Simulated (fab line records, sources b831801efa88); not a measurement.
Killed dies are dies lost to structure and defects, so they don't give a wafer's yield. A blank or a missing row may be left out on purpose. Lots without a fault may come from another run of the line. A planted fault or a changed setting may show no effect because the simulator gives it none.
Chamber matching | flow sky130 | SKY_CAP2M_CVD_00 on pecvd-01: 3 sister chambers
The step deposits SiO2, target thk 15.5 nm. 18 wafers are shown with their chamber, then 9 later ones without.

WAFERS WITH THEIR CHAMBER
wafer  | chamber | heater_power_w (W)
L079.1 | 1       | 709
L079.3 | 2       | 790
L079.4 | 1       | 714
L080.2 | 1       | 688
L080.3 | 2       | 841
L080.4 | 0       | 644
L085.1 | 1       | 598
L085.2 | 0       | 659
L085.3 | 2       | 896
L085.4 | 0       | 663
L085.5 | 1       | 595
L085.6 | 2       | 897
L084.1 | 2       | 871
L084.2 | 1       | 710
L084.3 | 0       | 679
L084.4 | 1       | 708
L084.5 | 0       | 675
L084.6 | 2       | 862

SIGNATURES (means of the wafers above)
reading        | chamber 0 | chamber 1 | chamber 2 | scatter within a chamber
heater_power_w | 664.00    | 674.57    | 859.50    | 41.9
Rule: a wafer's distance from a chamber is the root of the sum, over the readings, of the square of ((its reading less the chamber's mean) divided by the reading's scatter). The wafer belongs to the nearest chamber; if the next one is less than 2 further off, it can't be placed. The scatter: the root of (the sum of the squares of (reading less its chamber's mean) over the shown wafers, divided by (wafers less chambers)).

WAFERS WITHOUT THEIR CHAMBER
wafer  | heater_power_w (W)
L088.2 | 879
L088.3 | 645
L088.5 | 684
L092.3 | 684
L092.4 | 917
L092.5 | 770
L095.1 | 748
L095.2 | 612
L095.3 | 904

WHICH CHAMBER EACH WENT THROUGH
wafer  | from the rows above          | in truth
L088.2 | 2                            | 2
L088.3 | can't be placed: 0 or 1      | 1
L088.5 | can't be placed: 1 or 0      | 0
L092.3 | can't be placed: 1 or 0      | 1
L092.4 | 2                            | 2
L092.5 | can't be placed: 2 or 1 or 0 | 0
L095.1 | can't be placed: 1 or 0 or 2 | 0
L095.2 | can't be placed: 0 or 1      | 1
L095.3 | 2                            | 2
Placed correctly: 3 of 9. Can't be placed from these rows: 6 (the true chamber is among the candidates in 6). Placed wrongly: 0.
